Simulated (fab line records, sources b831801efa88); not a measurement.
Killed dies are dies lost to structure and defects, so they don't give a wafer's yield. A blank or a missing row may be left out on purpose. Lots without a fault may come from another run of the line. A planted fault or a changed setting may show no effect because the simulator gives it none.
Chamber matching | flow sky130 | SKY_VIA2_ETCH_15 on rie_diel-03: 4 sister chambers
The step etches SiO2 in C4F8/O2/Ar, stops on TiN, target depth 546 nm, time 84 s. 8 wafers are shown with their chamber, then 11 later ones without.

WAFERS WITH THEIR CHAMBER
wafer  | chamber | oes_product_au (a.u.)
L076.4 | 2       | 0.933
L080.4 | 3       | 0.935
L080.5 | 3       | 0.942
L082.3 | 1       | 0.942
L085.1 | 2       | 0.938
L085.5 | 1       | 0.945
L085.6 | 0       | 0.932
L088.2 | 0       | 0.935

WAFERS WITHOUT THEIR CHAMBER
wafer  | oes_product_au (a.u.)
L088.3 | 0.939
L088.5 | 0.944
L089.1 | 0.935
L089.4 | 0.941
L089.5 | 0.935
L091.1 | 0.937
L091.2 | 0.932
L091.4 | 0.940
L097.1 | 0.951
L097.3 | 0.937
L097.5 | 0.936

WHICH CHAMBER EACH WENT THROUGH
wafer  | from the rows above               | in truth
L088.3 | can't be placed: 3 or 2 or 1 or 0 | 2
L088.5 | can't be placed: 1 or 3           | 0
L089.1 | can't be placed: 2 or 0 or 3      | 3
L089.4 | can't be placed: 3 or 1 or 2 or 0 | 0
L089.5 | can't be placed: 2 or 0 or 3      | 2
L091.1 | can't be placed: 3 or 2 or 0 or 1 | 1
L091.2 | can't be placed: 0 or 2 or 3      | 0
L091.4 | can't be placed: 3 or 1 or 2 or 0 | 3
L097.1 | can't be placed: 1 or 3           | 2
L097.3 | can't be placed: 3 or 2 or 0 or 1 | 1
L097.5 | can't be placed: 2 or 3 or 0      | 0
Placed correctly: 0 of 11. Can't be placed from these rows: 11 (the true chamber is among the candidates in 9). Placed wrongly: 0.
How it was worked out, from the rows above alone: a wafer's distance from a chamber is the root of the sum, over the readings, of the square of ((its reading less the chamber's mean) divided by the reading's scatter). The wafer belongs to the nearest chamber; if the next one is less than 2 further off, it can't be placed. A chamber's mean is the mean of its shown wafers. The scatter: the root of (the sum of the squares of (reading less its chamber's mean) over the shown wafers, divided by (wafers less chambers)).
